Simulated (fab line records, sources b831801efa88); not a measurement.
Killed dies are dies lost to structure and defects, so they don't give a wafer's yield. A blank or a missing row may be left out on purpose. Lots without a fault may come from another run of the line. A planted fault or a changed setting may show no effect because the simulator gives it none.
fab line records | flow gf180mcu
record lots=5 wafers=15 last_day=33
route steps=602 shown VT_IMPLANT@97 MVSD@136 NWELL@137 LVPWELL@138 MVPSD@139
lots that met no fault: from a run of the same line without faults
start_h: hours from the record's first day to the start of the lot's first wafer shown | wait_h: hours since the lot's step before | " the same as in the row above | L1.1+2: a row that stands for several wafers | - no value, or no start given | * or withheld: withheld | < > ~ a bound
route shown NAME@n: a module of which the file shows steps, and the number in the route of the first | usual: mean/standard deviation of fault-free wafers | same: alike in all rows | chamber/n: place in a boat | sites: the reading at each site | _std_site: their standard deviation | _edge_site: outer sites' mean less inner sites' | radius_mm: how far each site lies from the wafer's centre | mask NAME#n: copy n | behind: the tool/chamber that last shaped the wafer | hold: why the lot was held/for how many hours/how that ended | device: the transistor (n, p or np) that didn't switch | end of line: the same wafers' tests at the end of the route | a step without rows: its recipe alone | killed: dies lost to structure and defects at the first sort, not the wafer's yield | map: a wafer's dies, x killed, . not, _ none there
set.NAME: the setting as run; set.NAME@STEP: as run at that earlier step | model.NAME: the simulator's own value behind a step, which no gauge read
lots at some steps of the route; a table a step, a row a wafer
services: from which hour (start_h, from the record's first day; less than 0 if before it) a tool's chamber was out of use, for how many hours, and why
## steps
# step GF_VT_IMPLANT_OVL_MEAS_07
# usual VT_IMPLANT_OVL=0.2/1.4
# columns lot.wafer tool chamber start_h wait_h VT_IMPLANT_OVL[nm]
L077.2 overlay-02 - 130.76 0.1 1.0
L077.5 " - " " 0.9
L077.6 " - " " 0.1
L081.2 overlay-02 - 156.72 0.1 1.1
L081.3 " - " " -0.8
L081.4 " - " " -1.3
L085.4 overlay-02 - 177.02 0.1 0.8
L085.5 " - " " 2.1
L085.6 " - " " 2.0
L090.3 overlay-01 - 208.56 0.1 -1.2
L090.4 " - " " -1.6
L090.5 " - " " -1.2
L093.1 overlay-01 - 228.55 0.1 -0.4
L093.2 " - " " -0.2
L093.3 " - " " 0.1
# step GF_VT_IMPLANT_IMPLANT_08
# recipe species=BF2 energy_kev=20 dose_cm2=8.29e+12 tilt_deg=7
# columns lot.wafer tool chamber start_h wait_h
L077.2+5+6 implanter-03 0 130.82 0.0
L081.2+3+4 implanter-03 0 156.77 0.0
L085.4+5+6 implanter-03 0 177.12 0.1
L090.3+4+5 implanter-02 0 208.64 0.1
L093.1+2+3 implanter-01 0 228.59 0.0
# step GF_VT_IMPLANT_STRIP_09
# recipe chemistry=O2/N2 power_w=1400 pressure_mtorr=1500 platen_temp_c=250 o2_flow_sccm=3000 n2_flow_sccm=300 overash_fraction=0.5
# usual drypump_motor_current_A=5.9/0.57 heater_power_w=361/49 oes_product_au=0.715/0.0044 strip_time_to_endpoint_s=12.63/0.037
# columns lot.wafer tool chamber start_h wait_h drypump_motor_current_A heater_power_w oes_product_au rf_hours_counter_h strip_time_to_endpoint_s
L077.2 plasma_asher-03 0 130.94 0.1 6.2 400 0.715 51 12.58
L077.5 " 1 " " 4.9 306 0.712 - 12.60
L077.6 " 0 " " 6.2 412 0.708 - 12.58
L081.2 plasma_asher-03 0 156.90 0.1 6.2 412 0.714 55 12.67
L081.3 " 1 " " 4.9 299 0.713 - 12.63
L081.4 " 0 " " 6.2 397 0.710 - 12.61
L085.4 plasma_asher-01 1 177.23 0.1 5.9 341 0.715 - 12.62
L085.5 " 1 " " 5.9 363 0.716 - 12.63
L085.6 " 0 " " 5.6 359 0.714 - 12.63
L090.3 plasma_asher-04 0 208.77 0.1 6.1 310 0.720 - 12.59
L090.4 " 1 " " 6.6 428 0.711 - 12.59
L090.5 " 0 " " 6.1 312 0.724 - 12.65
L093.1 plasma_asher-01 1 228.74 0.1 5.9 351 0.716 54 12.63
L093.2 " 0 " " 5.6 364 0.712 54 12.60
L093.3 " 0 " " 5.6 355 0.709 - 12.64
# step GF_VT_IMPLANT_TW_MEAS_10
# usual VT_IMPLANT_TW=566/4.9
# columns lot.wafer tool chamber start_h wait_h VT_IMPLANT_TW
L077.2 film_metro-04 - 131.05 0.1 561
L077.5 " - " " 559
L077.6 " - " " 561
L081.2 film_metro-01 - 157.01 0.1 566
L081.3 " - " " 565
L081.4 " - " " 567
L085.4 film_metro-01 - 177.32 0.1 565
L085.5 " - " " 564
L085.6 " - " " 562
L090.3 film_metro-02 - 208.86 0.1 572
L090.4 " - " " 571
L090.5 " - " " 575
L093.1 film_metro-04 - 228.84 0.1 558
L093.2 " - " " 563
L093.3 " - " " 564
# step GF_VT_IMPLANT_DEHYDRATE_11
# recipe temp_c=200 time_s=60
# columns lot.wafer tool chamber start_h wait_h
L077.2+5+6 litho_track-02 0 138.23 7.2
L081.2+3+4 litho_track-04 0 163.43 6.4
L085.4+5+6 litho_track-02 0 185.03 7.7
L090.3+4+5 litho_track-01 0 217.46 8.6
L093.1+2+3 litho_track-01 0 237.71 8.9
# step GF_VT_IMPLANT_HMDS_12
# recipe prime_time_s=60 prime_temp_c=120
# columns lot.wafer tool chamber start_h wait_h
L077.2+5+6 litho_track-02 0 138.38 0.1
L081.2+3+4 litho_track-04 0 163.58 0.1
L085.4+5+6 litho_track-02 0 185.18 0.1
L090.3+4+5 litho_track-01 0 217.61 0.1
L093.1+2+3 litho_track-01 0 237.86 0.1
# step GF_VT_IMPLANT_COAT_13
# recipe resist=NOVOLAK spin_rpm=3000 resist_thk_nm=1000
# columns lot.wafer tool chamber start_h wait_h
L077.2+5+6 litho_track-02 0 138.53 0.1
L081.2+3+4 litho_track-04 0 163.73 0.1
L085.4+5+6 litho_track-02 0 185.33 0.1
L090.3+4+5 litho_track-01 0 217.76 0.1
L093.1+2+3 litho_track-01 0 238.01 0.1
# step GF_VT_IMPLANT_SOFTBAKE_14
# recipe temp_c=90 time_s=60 resist=NOVOLAK
# columns lot.wafer tool chamber start_h wait_h
L077.2+5+6 litho_track-02 0 138.68 0.1
L081.2+3+4 litho_track-04 0 163.88 0.1
L085.4+5+6 litho_track-02 0 185.48 0.1
L090.3+4+5 litho_track-01 0 217.91 0.1
L093.1+2+3 litho_track-01 0 238.16 0.1
# step GF_VT_IMPLANT_EXPOSE_15
# recipe mask_id=Nwell_LV_AREA target_cd_nm=860 na=0.6 source_shape=conventional sigma_outer=0.6 dose_mj=140
# usual stage_vel_mm_s=499.90/0.26
# columns lot.wafer tool chamber start_h wait_h mask stage_vel_mm_s
L077.2 iline_stepper-01 0 - - Nwell_LV_AREA#0 499.93
L077.5 " 0 " " Nwell_LV_AREA#0 500.01
L077.6 " 0 " " Nwell_LV_AREA#0 499.80
L081.2 iline_stepper-02 0 - - Nwell_LV_AREA#0 500.26
L081.3 " 0 " " Nwell_LV_AREA#0 500.10
L081.4 " 0 " " Nwell_LV_AREA#0 500.28
L085.4 iline_stepper-02 0 - - Nwell_LV_AREA#0 499.89
L085.5 " 0 " " Nwell_LV_AREA#0 500.19
L085.6 " 0 " " Nwell_LV_AREA#0 500.54
L090.3 iline_stepper-02 0 - - Nwell_LV_AREA#0 500.02
L090.4 " 0 " " Nwell_LV_AREA#0 499.75
L090.5 " 0 " " Nwell_LV_AREA#0 499.96
L093.1 iline_stepper-02 0 - - Nwell_LV_AREA#0 499.63
L093.2 " 0 " " Nwell_LV_AREA#0 499.53
L093.3 " 0 " " Nwell_LV_AREA#0 499.64
# step GF_VT_IMPLANT_PEB_16
# recipe temp_c=withheld time_s=* resist=NOVOLAK
# columns lot.wafer tool chamber start_h wait_h
L077.2+5+6 litho_track-01 0 - -
L081.2+3+4 litho_track-02 0 - -
L085.4+5+6 litho_track-01 0 - -
L090.3+4+5 litho_track-02 0 - -
L093.1+2+3 litho_track-04 0 - -
# step GF_VT_IMPLANT_DEVELOP_17
# recipe develop_time_s=60 dev_temp_c=23
# same develop_time_s=60
# columns lot.wafer tool chamber start_h wait_h
L077.2+5+6 litho_track-01 0 146.39 0.1
L081.2+3+4 litho_track-02 0 171.63 0.1
L085.4+5+6 litho_track-01 0 193.29 0.1
L090.3+4+5 litho_track-02 0 226.80 0.1
L093.1+2+3 litho_track-04 0 247.45 0.1
# step GF_VT_IMPLANT_OVL_MEAS_18
# usual VT_IMPLANT_01_OVL=-0.6/1.2
# columns lot.wafer tool chamber start_h wait_h VT_IMPLANT_01_OVL[nm]
L077.2 overlay-02 - 146.52 0.1 1.1
L077.5 " - " " -0.5
L077.6 " - " " 1.2
L081.2 overlay-02 - 171.76 0.1 -0.5
L081.3 " - " " -0.2
L081.4 " - " " -1.6
L085.4 overlay-02 - 193.38 0.1 0.9
L085.5 " - " " 0.7
L085.6 " - " " -0.2
L090.3 overlay-01 - 226.91 0.1 -1.2
L090.4 " - " " -2.5
L090.5 " - " " -1.7
L093.1 overlay-01 - 247.60 0.1 -0.9
L093.2 " - " " -2.0
L093.3 " - " " 0.6
# step GF_VT_IMPLANT_IMPLANT_19
# recipe species=As energy_kev=100 dose_cm2=4.35e+12 tilt_deg=7
# columns lot.wafer tool chamber start_h wait_h
L077.2+5+6 implanter-01 0 146.57 0.0
L081.2+3+4 implanter-02 0 171.81 0.0
L085.4+5+6 implanter-02 0 193.47 0.1
L090.3+4+5 implanter-03 0 226.99 0.1
L093.1+2+3 implanter-03 0 247.64 0.0
# step GF_VT_IMPLANT_STRIP_20
# recipe chemistry=O2/N2 power_w=1400 pressure_mtorr=1500 platen_temp_c=250 o2_flow_sccm=3000 n2_flow_sccm=300 overash_fraction=0.5
# usual drypump_motor_current_A=5.9/0.55 heater_power_w=361/47 oes_product_au=0.716/0.004 strip_time_to_endpoint_s=12.62/0.038
# columns lot.wafer tool chamber start_h wait_h drypump_motor_current_A heater_power_w oes_product_au rf_hours_counter_h strip_time_to_endpoint_s
L077.2 plasma_asher-04 0 146.70 0.1 6.1 309 0.717 36 12.62
L077.5 " 0 " " 6.1 314 0.715 - 12.59
L077.6 " 1 " " 6.6 442 0.720 - 12.62
L081.2 plasma_asher-01 1 171.94 0.1 5.9 344 0.719 48 12.69
L081.3 " 1 " " 5.9 342 0.722 - 12.67
L081.4 " 0 " " 5.6 361 0.716 - 12.67
L085.4 plasma_asher-04 1 193.58 0.1 6.7 431 0.715 - 12.61
L085.5 " 0 " " 6.1 324 0.713 - 12.63
L085.6 " 1 " " 6.6 437 0.716 - 12.63
L090.3 plasma_asher-01 1 227.12 0.1 5.9 354 0.711 - 12.56
L090.4 " 0 " " 5.6 371 0.710 - 12.55
L090.5 " 1 " " 5.9 349 0.712 - 12.63
L093.1 plasma_asher-01 1 247.79 0.1 5.9 344 0.716 56 12.55
L093.2 " 0 " " 5.6 367 0.720 56 12.61
L093.3 " 0 " " 5.6 362 0.723 - 12.58
# step GF_VT_IMPLANT_TW_MEAS_21
# usual VT_IMPLANT_2_TW=1216/10
# columns lot.wafer tool chamber start_h wait_h VT_IMPLANT_2_TW
L077.2 film_metro-04 - 146.81 0.1 1211
L077.5 " - " " 1207
L077.6 " - " " 1206
L081.2 film_metro-04 - 172.05 0.1 1207
L081.3 " - " " 1207
L081.4 " - " " 1213
L085.4 film_metro-01 - 193.68 0.1 1206
L085.5 " - " " 1216
L085.6 " - " " 1208
L090.3 film_metro-01 - 227.21 0.1 1216
L090.4 " - " " 1216
L090.5 " - " " 1217
L093.1 film_metro-02 - 247.89 0.1 1228
L093.2 " - " " 1232
L093.3 " - " " 1235
# step GF_VT_IMPLANT_DEHYDRATE_22
# recipe temp_c=200 time_s=60
# columns lot.wafer tool chamber start_h wait_h
L077.2+5+6 litho_track-02 0 154.28 7.5
L081.2+3+4 litho_track-04 0 179.68 7.6
L085.4+5+6 litho_track-01 0 201.74 8.0
L090.3+4+5 litho_track-01 0 235.91 8.7
L093.1+2+3 litho_track-02 0 256.75 8.8
# step GF_VT_IMPLANT_HMDS_23
# recipe prime_time_s=60 prime_temp_c=120
# columns lot.wafer tool chamber start_h wait_h
L077.2+5+6 litho_track-02 0 154.43 0.1
L081.2+3+4 litho_track-04 0 179.83 0.1
L085.4+5+6 litho_track-01 0 201.89 0.1
L090.3+4+5 litho_track-01 0 236.06 0.1
L093.1+2+3 litho_track-02 0 256.90 0.1
# step GF_VT_IMPLANT_COAT_24
# recipe resist=NOVOLAK spin_rpm=3000 resist_thk_nm=1000
# columns lot.wafer tool chamber start_h wait_h
L077.2+5+6 litho_track-02 0 154.58 0.1
L081.2+3+4 litho_track-04 0 179.98 0.1
L085.4+5+6 litho_track-01 0 202.04 0.1
L090.3+4+5 litho_track-01 0 236.21 0.1
L093.1+2+3 litho_track-02 0 257.05 0.1
# step GF_VT_IMPLANT_SOFTBAKE_25
# recipe temp_c=90 time_s=60 resist=NOVOLAK
# columns lot.wafer tool chamber start_h wait_h
L077.2+5+6 litho_track-02 0 154.73 0.1
L081.2+3+4 litho_track-04 0 180.13 0.1
L085.4+5+6 litho_track-01 0 202.19 0.1
L090.3+4+5 litho_track-01 0 236.36 0.1
L093.1+2+3 litho_track-02 0 257.20 0.1
# step GF_VT_IMPLANT_EXPOSE_26
# recipe mask_id=LVPWELL_HV_AREA target_cd_nm=860 na=0.6 source_shape=conventional sigma_outer=0.6 dose_mj=140
# usual stage_vel_mm_s=499.98/0.24
# columns lot.wafer tool chamber start_h wait_h mask stage_vel_mm_s
L077.2 iline_stepper-02 0 - - LVPWELL_HV_AREA#0 500.21
L077.5 " 0 " " LVPWELL_HV_AREA#0 499.86
L077.6 " 0 " " LVPWELL_HV_AREA#0 500.22
L081.2 iline_stepper-02 0 - - LVPWELL_HV_AREA#0 499.98
L081.3 " 0 " " LVPWELL_HV_AREA#0 500.05
L081.4 " 0 " " LVPWELL_HV_AREA#0 500.07
L085.4 iline_stepper-02 0 - - LVPWELL_HV_AREA#0 499.95
L085.5 " 0 " " LVPWELL_HV_AREA#0 499.88
L085.6 " 0 " " LVPWELL_HV_AREA#0 500.10
L090.3 iline_stepper-01 0 - - LVPWELL_HV_AREA#0 499.44
L090.4 " 0 " " LVPWELL_HV_AREA#0 499.99
L090.5 " 0 " " LVPWELL_HV_AREA#0 500.15
L093.1 iline_stepper-01 0 - - LVPWELL_HV_AREA#0 500.14
L093.2 " 0 " " LVPWELL_HV_AREA#0 499.86
L093.3 " 0 " " LVPWELL_HV_AREA#0 500.16
# step GF_VT_IMPLANT_PEB_27
# recipe temp_c=withheld time_s=* resist=NOVOLAK
# columns lot.wafer tool chamber start_h wait_h
L077.2+5+6 litho_track-01 0 - -
L081.2+3+4 litho_track-01 0 - -
L085.4+5+6 litho_track-02 0 - -
L090.3+4+5 litho_track-01 0 - -
L093.1+2+3 litho_track-04 0 - -
# step GF_VT_IMPLANT_DEVELOP_28
# recipe develop_time_s=60 dev_temp_c=23
# same develop_time_s=60
# columns lot.wafer tool chamber start_h wait_h
L077.2+5+6 litho_track-01 0 161.64 0.1
L081.2+3+4 litho_track-01 0 188.04 0.1
L085.4+5+6 litho_track-02 0 210.98 0.1
L090.3+4+5 litho_track-01 0 245.31 0.1
L093.1+2+3 litho_track-04 0 266.40 0.1
# step GF_VT_IMPLANT_OVL_MEAS_29
# usual VT_IMPLANT_02_OVL=-0.4/1.4
# columns lot.wafer tool chamber start_h wait_h VT_IMPLANT_02_OVL[nm]
L077.2 overlay-01 - 161.77 0.1 -1.1
L077.5 " - " " -0.5
L077.6 " - " " -1.6
L081.2 overlay-02 - 188.17 0.1 3.2
L081.3 " - " " 2.4
L081.4 " - " " 3.0
L085.4 overlay-02 - 211.07 0.1 0.7
L085.5 " - " " 0.2
L085.6 " - " " 1.4
L090.3 overlay-02 - 245.42 0.1 -2.0
L090.4 " - " " -1.0
L090.5 " - " " -0.5
L093.1 overlay-02 - 266.55 0.1 2.3
L093.2 " - " " 2.4
L093.3 " - " " 1.7
# step GF_VT_IMPLANT_IMPLANT_30
# recipe species=B energy_kev=25 dose_cm2=2.534e+12 tilt_deg=7
# columns lot.wafer tool chamber start_h wait_h
L077.2+5+6 implanter-02 0 161.82 0.0
L081.2+3+4 implanter-02 0 188.22 0.0
L085.4+5+6 implanter-02 0 211.16 0.1
L090.3+4+5 implanter-01 0 245.50 0.1
L093.1+2+3 implanter-03 0 266.59 0.0
# step GF_VT_IMPLANT_STRIP_31
# recipe chemistry=O2/N2 power_w=1400 pressure_mtorr=1500 platen_temp_c=250 o2_flow_sccm=3000 n2_flow_sccm=300 overash_fraction=0.5
# usual drypump_motor_current_A=5.9/0.61 heater_power_w=361/51 oes_product_au=0.716/0.0047 strip_time_to_endpoint_s=12.64/0.034
# columns lot.wafer tool chamber start_h wait_h drypump_motor_current_A heater_power_w oes_product_au rf_hours_counter_h strip_time_to_endpoint_s
L077.2 plasma_asher-03 1 161.95 0.1 4.9 305 0.714 56 12.64
L077.5 " 0 " " 6.2 406 0.711 - 12.62
L077.6 " 1 " " 4.9 303 0.716 - 12.61
L081.2 plasma_asher-01 0 188.35 0.1 5.6 368 0.719 50 12.65
L081.3 " 0 " " 5.6 364 0.712 - 12.66
L081.4 " 1 " " 5.9 347 0.717 - 12.70
L085.4 plasma_asher-03 0 211.27 0.1 6.2 399 0.708 - 12.62
L085.5 " 0 " " 6.2 415 0.717 - 12.62
L085.6 " 1 " " 4.9 303 0.718 - 12.58
L090.3 plasma_asher-03 1 245.63 0.1 4.9 298 0.717 - 12.67
L090.4 " 0 " " 6.2 411 0.714 - 12.70
L090.5 " 0 " " 6.2 408 0.712 - 12.66
L093.1 plasma_asher-03 0 266.74 0.1 6.2 403 0.717 68 12.64
L093.2 " 1 " " 4.9 300 0.723 68 12.71
L093.3 " 0 " " 6.2 397 0.713 - 12.62
# step GF_VT_IMPLANT_TW_MEAS_32
# usual VT_IMPLANT_3_TW=270.7/2.4
# columns lot.wafer tool chamber start_h wait_h VT_IMPLANT_3_TW
L077.2 film_metro-02 - 162.06 0.1 272.0
L077.5 " - " " 272.0
L077.6 " - " " 271.9
L081.2 film_metro-01 - 188.46 0.1 267.4
L081.3 " - " " 266.8
L081.4 " - " " 269.3
L085.4 film_metro-04 - 211.37 0.1 267.1
L085.5 " - " " 266.3
L085.6 " - " " 266.6
L090.3 film_metro-02 - 245.72 0.1 272.6
L090.4 " - " " 273.5
L090.5 " - " " 273.4
L093.1 film_metro-02 - 266.84 0.1 273.7
L093.2 " - " " 273.1
L093.3 " - " " 274.6
# step GF_VT_IMPLANT_DEHYDRATE_33
# recipe temp_c=200 time_s=60
# columns lot.wafer tool chamber start_h wait_h
L077.2+5+6 litho_track-02 0 169.48 7.4
L081.2+3+4 litho_track-04 0 196.68 8.2
L085.4+5+6 litho_track-01 0 219.03 7.7
L090.3+4+5 litho_track-02 0 255.25 9.5
L093.1+2+3 litho_track-04 0 276.15 9.3
# step GF_VT_IMPLANT_HMDS_34
# recipe prime_time_s=60 prime_temp_c=120
# columns lot.wafer tool chamber start_h wait_h
L077.2+5+6 litho_track-02 0 169.63 0.1
L081.2+3+4 litho_track-04 0 196.83 0.1
L085.4+5+6 litho_track-01 0 219.18 0.1
L090.3+4+5 litho_track-02 0 255.40 0.1
L093.1+2+3 litho_track-04 0 276.30 0.1
# step GF_VT_IMPLANT_COAT_35
# recipe resist=NOVOLAK spin_rpm=3000 resist_thk_nm=1000
# columns lot.wafer tool chamber start_h wait_h
L077.2+5+6 litho_track-02 0 169.78 0.1
L081.2+3+4 litho_track-04 0 196.98 0.1
L085.4+5+6 litho_track-01 0 219.33 0.1
L090.3+4+5 litho_track-02 0 255.55 0.1
L093.1+2+3 litho_track-04 0 276.45 0.1
# step GF_VT_IMPLANT_SOFTBAKE_36
# recipe temp_c=90 time_s=60 resist=NOVOLAK
# columns lot.wafer tool chamber start_h wait_h
L077.2+5+6 litho_track-02 0 169.93 0.1
L081.2+3+4 litho_track-04 0 197.13 0.1
L085.4+5+6 litho_track-01 0 219.48 0.1
L090.3+4+5 litho_track-02 0 255.70 0.1
L093.1+2+3 litho_track-04 0 276.60 0.1
# step GF_VT_IMPLANT_EXPOSE_37
# recipe mask_id=Nwell_HV_AREA target_cd_nm=860 na=0.6 source_shape=conventional sigma_outer=0.6 dose_mj=140
# usual stage_vel_mm_s=500.00/0.25
# columns lot.wafer tool chamber start_h wait_h mask stage_vel_mm_s
L077.2 iline_stepper-01 0 - - Nwell_HV_AREA#0 500.11
L077.5 " 0 " " Nwell_HV_AREA#0 499.65
L077.6 " 0 " " Nwell_HV_AREA#0 499.95
L081.2 iline_stepper-02 0 - - Nwell_HV_AREA#0 499.92
L081.3 " 0 " " Nwell_HV_AREA#0 500.09
L081.4 " 0 " " Nwell_HV_AREA#0 499.95
L085.4 iline_stepper-01 0 - - Nwell_HV_AREA#0 500.29
L085.5 " 0 " " Nwell_HV_AREA#0 500.07
L085.6 " 0 " " Nwell_HV_AREA#0 499.51
L090.3 iline_stepper-01 0 - - Nwell_HV_AREA#0 500.19
L090.4 " 0 " " Nwell_HV_AREA#0 500.21
L090.5 " 0 " " Nwell_HV_AREA#0 500.45
L093.1 iline_stepper-02 0 - - Nwell_HV_AREA#0 499.90
L093.2 " 0 " " Nwell_HV_AREA#0 500.15
L093.3 " 0 " " Nwell_HV_AREA#0 499.93
# step GF_VT_IMPLANT_PEB_38
# recipe temp_c=withheld time_s=* resist=NOVOLAK
# columns lot.wafer tool chamber start_h wait_h
L077.2+5+6 litho_track-01 0 - -
L081.2+3+4 litho_track-01 0 - -
L085.4+5+6 litho_track-04 0 - -
L090.3+4+5 litho_track-02 0 - -
L093.1+2+3 litho_track-04 0 - -
# step GF_VT_IMPLANT_DEVELOP_39
# recipe develop_time_s=60 dev_temp_c=23
# same develop_time_s=60
# columns lot.wafer tool chamber start_h wait_h
L077.2+5+6 litho_track-01 0 177.74 0.1
L081.2+3+4 litho_track-01 0 205.54 0.1
L085.4+5+6 litho_track-04 0 228.48 0.1
L090.3+4+5 litho_track-02 0 264.90 0.1
L093.1+2+3 litho_track-04 0 286.05 0.1
# step GF_VT_IMPLANT_OVL_MEAS_40
# usual VT_IMPLANT_03_OVL=-0.4/1.3
# columns lot.wafer tool chamber start_h wait_h VT_IMPLANT_03_OVL[nm]
L077.2 overlay-02 - 177.87 0.1 -2.2
L077.5 " - " " -0.9
L077.6 " - " " -3.7
L081.2 overlay-01 - 205.67 0.1 -1.7
L081.3 " - " " -1.8
L081.4 " - " " 0.3
L085.4 overlay-02 - 228.57 0.1 0.8
L085.5 " - " " 0.9
L085.6 " - " " 1.1
L090.3 overlay-02 - 265.01 0.1 0.1
L090.4 " - " " 0.3
L090.5 " - " " -0.5
L093.1 overlay-01 - 286.20 0.1 -1.6
L093.2 " - " " -1.8
L093.3 " - " " -1.3
# step GF_VT_IMPLANT_IMPLANT_41
# recipe species=As energy_kev=70 dose_cm2=1.013e+12 tilt_deg=7
# columns lot.wafer tool chamber start_h wait_h
L077.2+5+6 implanter-01 0 177.92 0.0
L081.2+3+4 implanter-03 0 205.72 0.0
L085.4+5+6 implanter-03 0 228.67 0.1
L090.3+4+5 implanter-02 0 265.09 0.1
L093.1+2+3 implanter-03 0 286.24 0.0
# step GF_VT_IMPLANT_STRIP_42
# recipe chemistry=O2/N2 power_w=1400 pressure_mtorr=1500 platen_temp_c=250 o2_flow_sccm=3000 n2_flow_sccm=300 overash_fraction=0.5
# usual drypump_motor_current_A=5.8/0.5 heater_power_w=358/42 oes_product_au=0.716/0.0046 strip_time_to_endpoint_s=12.63/0.031
# columns lot.wafer tool chamber start_h wait_h drypump_motor_current_A heater_power_w oes_product_au rf_hours_counter_h strip_time_to_endpoint_s
L077.2 plasma_asher-03 0 178.05 0.1 6.2 410 0.712 58 12.63
L077.5 " 1 " " 4.9 305 0.714 - 12.59
L077.6 " 0 " " 6.2 402 0.712 - 12.63
L081.2 plasma_asher-01 0 205.85 0.1 5.6 368 0.718 52 12.69
L081.3 " 0 " " 5.6 365 0.713 - 12.67
L081.4 " 1 " " 5.9 351 0.710 - 12.65
L085.4 plasma_asher-03 0 228.77 0.1 6.2 407 0.712 - 12.63
L085.5 " 0 " " 6.2 404 0.708 - 12.61
L085.6 " 1 " " 4.9 309 0.713 - 12.65
L090.3 plasma_asher-01 0 265.22 0.1 5.6 355 0.712 - 12.66
L090.4 " 1 " " 5.9 349 0.713 - 12.66
L090.5 " 1 " " 5.9 346 0.712 - 12.67
L093.1 plasma_asher-04 0 286.39 0.1 6.1 310 0.715 48 12.62
L093.2 " 1 " " 6.7 433 0.717 48 12.61
L093.3 " 1 " " 6.7 428 0.714 - 12.63
# step GF_VT_IMPLANT_TW_MEAS_43
# usual VT_IMPLANT_4_TW=693/6.7
# columns lot.wafer tool chamber start_h wait_h VT_IMPLANT_4_TW
L077.2 film_metro-02 - 178.16 0.1 699
L077.5 " - " " 697
L077.6 " - " " 698
L081.2 film_metro-01 - 205.96 0.1 691
L081.3 " - " " 690
L081.4 " - " " 689
L085.4 film_metro-01 - 228.87 0.1 695
L085.5 " - " " 693
L085.6 " - " " 693
L090.3 film_metro-04 - 265.31 0.1 687
L090.4 " - " " 687
L090.5 " - " " 682
L093.1 film_metro-04 - 286.49 0.1 685
L093.2 " - " " 686
L093.3 " - " " 686
# step GF_VT_IMPLANT_CLEAN_44
# recipe chemistry=SC1/SC2 mix=1:4:20 temp_c=70 time_s=150 dry=n2_spin
# columns lot.wafer tool chamber start_h wait_h
L077.2+5+6 wet_bench-01 3 178.21 0.0
L081.2+3+4 wet_bench-02 1 206.01 0.0
L085.4+5+6 wet_bench-04 0 228.90 0.0
L090.3+4+5 wet_bench-01 1 265.35 0.0
L093.1+2+3 wet_bench-01 2 286.55 0.1
# step GF_VT_IMPLANT_RTA_45
# recipe temp_c=1050 time_s=30 ambient=N2
# usual lamp_power_pct=38.8/1.6 wafer_temp_C_max=1055.3/1.1
# columns lot.wafer tool chamber start_h wait_h lamp_power_pct wafer_temp_C_max
L077.2 rtp_anneal-01 0 178.27 0.0 37.1 1054.3
L077.5 " 0 " " 37.1 1054.0
L077.6 " 0 " " 37.1 1053.0
L081.2 rtp_anneal-01 0 206.07 0.0 37.1 1055.8
L081.3 " 0 " " 37.0 1054.7
L081.4 " 0 " " 37.1 1054.6
L085.4 rtp_anneal-02 0 229.00 0.1 40.2 1056.0
L085.5 " 0 " " 40.2 1055.2
L085.6 " 0 " " 40.2 1055.9
L090.3 rtp_anneal-01 0 265.43 0.0 37.0 1056.2
L090.4 " 0 " " 37.1 1054.2
L090.5 " 0 " " 37.2 1055.9
L093.1 rtp_anneal-02 0 286.60 0.0 40.2 1054.8
L093.2 " 0 " " 40.3 1055.6
L093.3 " 0 " " 40.3 1054.0
# step GF_VT_IMPLANT_RS_MEAS_46
# recipe thk_meas_gauge=four-point-probe
# usual MVSD_RS=456.8/1.1
# columns lot.wafer tool chamber start_h wait_h MVSD_RS[ohm/sq]
L077.2 film_metro-04 - 178.38 0.1 457.9
L077.5 " - " " 457.2
L077.6 " - " " 455.9
L081.2 film_metro-03 - 206.18 0.1 456.3
L081.3 " - " " 456.9
L081.4 " - " " 456.5
L085.4 film_metro-03 - 229.11 0.1 454.1
L085.5 " - " " 455.9
L085.6 " - " " 456.1
L090.3 film_metro-04 - 265.54 0.1 456.7
L090.4 " - " " 457.3
L090.5 " - " " 455.9
L093.1 film_metro-04 - 286.70 0.1 457.1
L093.2 " - " " 457.6
L093.3 " - " " 455.2
# step GF_VT_IMPLANT_RS_MEAS_47
# recipe thk_meas_gauge=four-point-probe
# usual NWELL_RS=488.0/1.1
# columns lot.wafer tool chamber start_h wait_h NWELL_RS[ohm/sq]
L077.2 film_metro-04 - 178.50 0.1 489.6
L077.5 " - " " 489.5
L077.6 " - " " 487.3
L081.2 film_metro-03 - 206.30 0.1 488.8
L081.3 " - " " 488.6
L081.4 " - " " 487.7
L085.4 film_metro-03 - 229.23 0.1 487.6
L085.5 " - " " 487.8
L085.6 " - " " 487.0
L090.3 film_metro-04 - 265.66 0.1 490.3
L090.4 " - " " 489.2
L090.5 " - " " 490.6
L093.1 film_metro-04 - 286.82 0.1 488.9
L093.2 " - " " 487.9
L093.3 " - " " 487.0
# step GF_VT_IMPLANT_RS_MEAS_48
# recipe thk_meas_gauge=four-point-probe
# usual LVPWELL_RS=1197/3.3
# columns lot.wafer tool chamber start_h wait_h LVPWELL_RS[ohm/sq]
L077.2 film_metro-04 - 178.62 0.1 1198
L077.5 " - " " 1202
L077.6 " - " " 1203
L081.2 film_metro-03 - 206.42 0.1 1194
L081.3 " - " " 1195
L081.4 " - " " 1195
L085.4 film_metro-03 - 229.35 0.1 1195
L085.5 " - " " 1197
L085.6 " - " " 1196
L090.3 film_metro-04 - 265.78 0.1 1196
L090.4 " - " " 1193
L090.5 " - " " 1193
L093.1 film_metro-04 - 286.94 0.1 1192
L093.2 " - " " 1190
L093.3 " - " " 1196
# step GF_VT_IMPLANT_RS_MEAS_49
# recipe thk_meas_gauge=four-point-probe
# usual MVPSD_RS=1168.2/2.9
# columns lot.wafer tool chamber start_h wait_h MVPSD_RS[ohm/sq]
L077.2 film_metro-04 - 178.74 0.1 1169.5
L077.5 " - " " 1172.0
L077.6 " - " " 1171.4
L081.2 film_metro-03 - 206.54 0.1 1170.2
L081.3 " - " " 1171.8
L081.4 " - " " 1170.7
L085.4 film_metro-03 - 229.47 0.1 1169.6
L085.5 " - " " 1171.4
L085.6 " - " " 1173.9
L090.3 film_metro-04 - 265.90 0.1 1160.9
L090.4 " - " " 1163.8
L090.5 " - " " 1162.8
L093.1 film_metro-04 - 287.06 0.1 1167.7
L093.2 " - " " 1170.5
L093.3 " - " " 1172.0
## services
# columns tool chamber start_h hours kind
iline_stepper-01 - 108.88 1.7 pm
plasma_asher-01 - 136.60 28.4 pm
plasma_asher-04 - 150.05 14.6 pm
iline_stepper-01 - 153.72 2.1 pm
implanter-01 - 155.55 2.5 repair
iline_stepper-01 - 155.81 - consumable_replace:lamp
implanter-03 - 166.39 1.2 repair
implanter-03 - 193.15 0.9 repair
iline_stepper-01 - 195.10 4.4 pm
implanter-02 - 198.57 7.8 pm
implanter-03 - 223.93 3.0 repair
implanter-03 - 240.65 5.3 pm
plasma_asher-04 - 262.47 8.9 pm
wet_bench-02 - 270.83 1.1 repair
implanter-02 - 275.33 1.4 repair
iline_stepper-02 - 283.30 10.8 repair
## key
fault none
